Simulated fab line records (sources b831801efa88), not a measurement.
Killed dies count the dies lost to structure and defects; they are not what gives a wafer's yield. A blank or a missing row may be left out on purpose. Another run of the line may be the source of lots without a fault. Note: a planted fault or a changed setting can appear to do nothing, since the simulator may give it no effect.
Chamber matching / flow sky130 / 4 sister chambers for SKY_CONTACT_CMP_27 on cmp-02
The step polishes, stops on SiO2, t overpolish 15 s, target thk 0 nm. 4 wafers are shown with their chamber, then 12 later ones without.

## WAFERS WITH THEIR CHAMBER
wafer=L085.1; chamber=1; motor-current-A (A)=11.3
wafer=L086.2; chamber=2; motor-current-A (A)=10.8
wafer=L086.4; chamber=0; motor-current-A (A)=8.5
wafer=L086.6; chamber=3; motor-current-A (A)=13.1

## WAFERS WITH NO CHAMBER GIVEN
wafer=L090.2; motor-current-A (A)=13.5
wafer=L090.4; motor-current-A (A)=11.0
wafer=L090.5; motor-current-A (A)=8.4
wafer=L091.1; motor-current-A (A)=8.3
wafer=L091.2; motor-current-A (A)=11.3
wafer=L091.5; motor-current-A (A)=13.2
wafer=L095.1; motor-current-A (A)=13.5
wafer=L095.4; motor-current-A (A)=11.0
wafer=L095.6; motor-current-A (A)=8.5
wafer=L097.2; motor-current-A (A)=10.9
wafer=L097.3; motor-current-A (A)=8.8
wafer=L097.6; motor-current-A (A)=13.6

## WHICH CHAMBER EACH WENT THROUGH
wafer=L090.2; from the rows above=3; in truth=3
wafer=L090.4; from the rows above=can't be placed: 2 or 1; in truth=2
wafer=L090.5; from the rows above=0; in truth=0
wafer=L091.1; from the rows above=0; in truth=0
wafer=L091.2; from the rows above=can't be placed: 1 or 2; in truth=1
wafer=L091.5; from the rows above=3; in truth=3
wafer=L095.1; from the rows above=3; in truth=3
wafer=L095.4; from the rows above=can't be placed: 2 or 1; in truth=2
wafer=L095.6; from the rows above=0; in truth=0
wafer=L097.2; from the rows above=can't be placed: 2 or 1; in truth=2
wafer=L097.3; from the rows above=0; in truth=0
wafer=L097.6; from the rows above=3; in truth=3
Correct placement for 8 of the 12. Not placeable from these rows: 4 (in 4, the candidates include the true chamber). Number placed wrongly: 0.
How it was worked out, from the rows above alone: a wafer's distance from a chamber is the root of the sum, over the readings, of the square of ((its reading less the chamber's mean) divided by the reading's scatter). The wafer belongs to the nearest chamber; if the next one is less than 2 further off, it can't be placed. The mean given for a chamber averages the wafers shown for that chamber. The scatter: root of mean squared gap, hidden wafer to nearest shown wafer, with one shown wafer a chamber.
